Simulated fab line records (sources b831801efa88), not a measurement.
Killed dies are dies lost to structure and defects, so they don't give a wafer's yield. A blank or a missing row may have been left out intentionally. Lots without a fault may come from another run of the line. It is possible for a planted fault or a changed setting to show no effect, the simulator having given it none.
Problem report, 8D (eight disciplines) form, completed by code / flow gf180mcu / the parts of the form that need people (team, actions taken, sign-off) are left out

## 1. WHAT WENT WRONG
Mean of doseIonsCm2 at GF_PSD_IMPLANT_09: 1.5e+15 across 6 wafers in 2 lots; on wafers with no fault it is 1.5e+15 (standard deviation 1.7e+12). That puts it +27 standard deviations away from the usual mean.
First seen on wafer L961.1, day 16 13:23, on implanter-01. The record holds 33 wafers of 11 lots with a number at this step. By rule, "out" or "out of limits" means more than 4 standard deviations away from the usual mean. The other wafers with a number count as sound.

## 2. WHAT IT IS; WHAT IT IS NOT
question=which readings at this step | is=doseIonsCm2 | is not=-
question=which lots | is=L961, L965 | is not=L954, L955, L956, L957, L959, L971, L972, L973, L975
question=which wafers of those lots | is=all that have a number | is not=-
question=read on which tools | is=implanter-01 | is not=implanter-02
question=when | is=from day 16 13:23 | is not=up to then (15 sound wafers); but 12 sound wafers of L971, L972, L973, L975 came after

## 3. SUSPECTS, AND WHAT RULES EACH OUT
Counting: a tool at any process step up to the reading remains a suspect when it ran all the lots that are out and ran no sound lot after the first of those.
- implanter-01 at GF_PSD_IMPLANT_09: ruled out as a lasting fault. After its first lot that is out, L961 (day 16 13:23), sound lots L971, L972, L973 ran on it.
Left after counting: nothing in the record.

## 4. THE CAUSE (what the simulator had put in)
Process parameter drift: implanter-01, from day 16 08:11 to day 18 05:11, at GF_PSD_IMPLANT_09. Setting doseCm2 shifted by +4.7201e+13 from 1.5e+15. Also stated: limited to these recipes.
Counting ruled it out, wrongly.

## 5. SEQUENCE OF EFFECTS, ordered by route
Each row: a reading whose mean over the struck wafers that have a number lies more than 3 standard deviations from the usual. Only readings for which the record gives a usual standard deviation are gone through. hours: the time from each lot's start at the first step in this table that gives one to its start at this step, as a median over the lots. sigmas: the change in usual standard deviations.
hours=0; step=GF_PSD_IMPLANT_09; reading=doseIonsCm2; usual=1.5e+15; on struck wafers=1.5e+15; change=+4.6e+13; sigmas=+27
Its process steps:
- GF_PSD_IMPLANT_09

## 6. WHAT WOULD HAVE CAUGHT IT SOONER
5 hours passed between the start of the fault at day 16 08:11 and the first reading out of limits in this record, taken at day 16 13:23.
